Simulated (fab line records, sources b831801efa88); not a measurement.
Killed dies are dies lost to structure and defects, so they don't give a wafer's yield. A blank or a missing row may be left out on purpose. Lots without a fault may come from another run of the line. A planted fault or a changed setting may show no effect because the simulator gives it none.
Which tool did it? | flow gf180mcu | 12 lots, 36 wafers sampled, at 4 steps of a route of 602

WHAT THE GAUGES READ, wafer by wafer
GF_M4_RS_MEAS_05: measures by four-point-probe.
lot  | measured     | on            | M4_ALCU_RS (ohm/sq)
L075 | day 22 22:10 | film_metro-02 | 0.0694 0.0701 0.0691
L078 | day 23 21:34 | film_metro-04 | 0.0687 0.0677 0.0691
L079 | day 24 00:18 | film_metro-04 | 0.0715 0.0699 0.0702
L081 | day 24 21:29 | film_metro-02 | 0.0696 0.0689 0.0701
L083 | day 25 16:41 | film_metro-04 | 0.0693 0.0687 0.0694
L085 | day 26 11:21 | film_metro-01 | 0.0685 0.0688 0.0686
L087 | day 27 07:35 | film_metro-01 | 0.0685 0.0686 0.0676
L089 | day 27 14:07 | film_metro-02 | 0.0705 0.0707 0.0701
L091 | day 28 02:11 | film_metro-04 | 0.0694 0.0698 0.0700
L093 | day 28 14:24 | film_metro-04 | 0.0698 0.0689 0.0700
L095 | day 29 07:50 | film_metro-02 | 0.0692 0.0673 0.0685
L097 | day 29 21:53 | film_metro-01 | 0.0701 0.0700 0.0709

WHICH TOOL RAN EACH LOT (tool, then ch and the chambers of the sampled wafers, then the start)
lot  | GF_V2_CVD_02                    | GF_V2_ETCH_16                      | GF_V3_CMP_26
L075 | pecvd-01 ch 0,2, day 19 16:56   | rie_diel-01 ch 2,3, day 20 18:22   | cmp-01 ch 0,1,3, day 22 21:40
L078 | pecvd-01 ch 1,2, day 20 18:10   | rie_diel-04 ch 1,3, day 21 18:30   | cmp-02 ch 0,1,3, day 23 21:05
L079 | pecvd-04 ch 0,1,2, day 20 22:16 | rie_diel-04 ch 0,1, day 21 21:54   | cmp-01 ch 0,1,3, day 23 23:44
L081 | pecvd-02 ch 1,2, day 21 19:56   | rie_diel-04 ch 0,1,3, day 22 19:58 | cmp-02 ch 0,1,3, day 24 20:57
L083 | pecvd-02 ch 0,1,2, day 22 16:10 | rie_diel-01 ch 0,1, day 23 15:42   | cmp-02 ch 0,1, day 25 16:07
L085 | pecvd-02 ch 0,1,2, day 23 13:06 | rie_diel-03 ch 1,2, day 24 11:53   | cmp-02 ch 2,3, day 26 10:50
L087 | pecvd-04 ch 1,2, day 24 11:29   | rie_diel-04 ch 1,2,3, day 25 09:19 | cmp-02 ch 1,2, day 27 07:04
L089 | pecvd-02 ch 0,2, day 24 18:53   | rie_diel-04 ch 2,3, day 25 16:31   | cmp-02 ch 0,1,2, day 27 13:35
L091 | pecvd-01 ch 0,1,2, day 25 06:55 | rie_diel-03 ch 0,1,3, day 26 05:00 | cmp-01 ch 0,1,2, day 28 01:40
L093 | pecvd-04 ch 1,2, day 25 19:42   | rie_diel-01 ch 0,3, day 26 17:32   | cmp-01 ch 2,3, day 28 13:55
L095 | pecvd-04 ch 1,2, day 26 14:41   | rie_diel-03 ch 0,1,3, day 27 11:58 | cmp-02 ch 0,1,2, day 29 07:22
L097 | pecvd-04 ch 0,1,2, day 27 07:21 | rie_diel-04 ch 0,1, day 28 04:11   | cmp-01 ch 1,2,3, day 29 21:20
- GF_V2_CVD_02: deposits SiO2 from TEOS, target thk 850 nm, time 94.851 s.
- GF_V2_ETCH_16: etches BARC in N2/H2.
- GF_V3_CMP_26: polishes, stops on SiO2, t overpolish 15 s, target thk 0 nm.

THE ANSWER, worked out from the rows above alone
Rule: what is usual is taken from the lots themselves. Put in order of their means at a reading, lots are off if they are a third of the lots or fewer, leave a main group of 4 or more, and stand apart from it by a gap of 3 or more times the standard deviation of the main group's means; of several such gaps the widest counts. A main group whose means are all the same, to the digits that the tables above print for the reading, isn't used. A lot without any number at a reading at which 4 lots or more have one is off too. The other lots that the step has rows for count as sound.
No lot is off at any reading shown: from this, nothing can be told.

WHAT THE SIMULATOR HAD PUT IN
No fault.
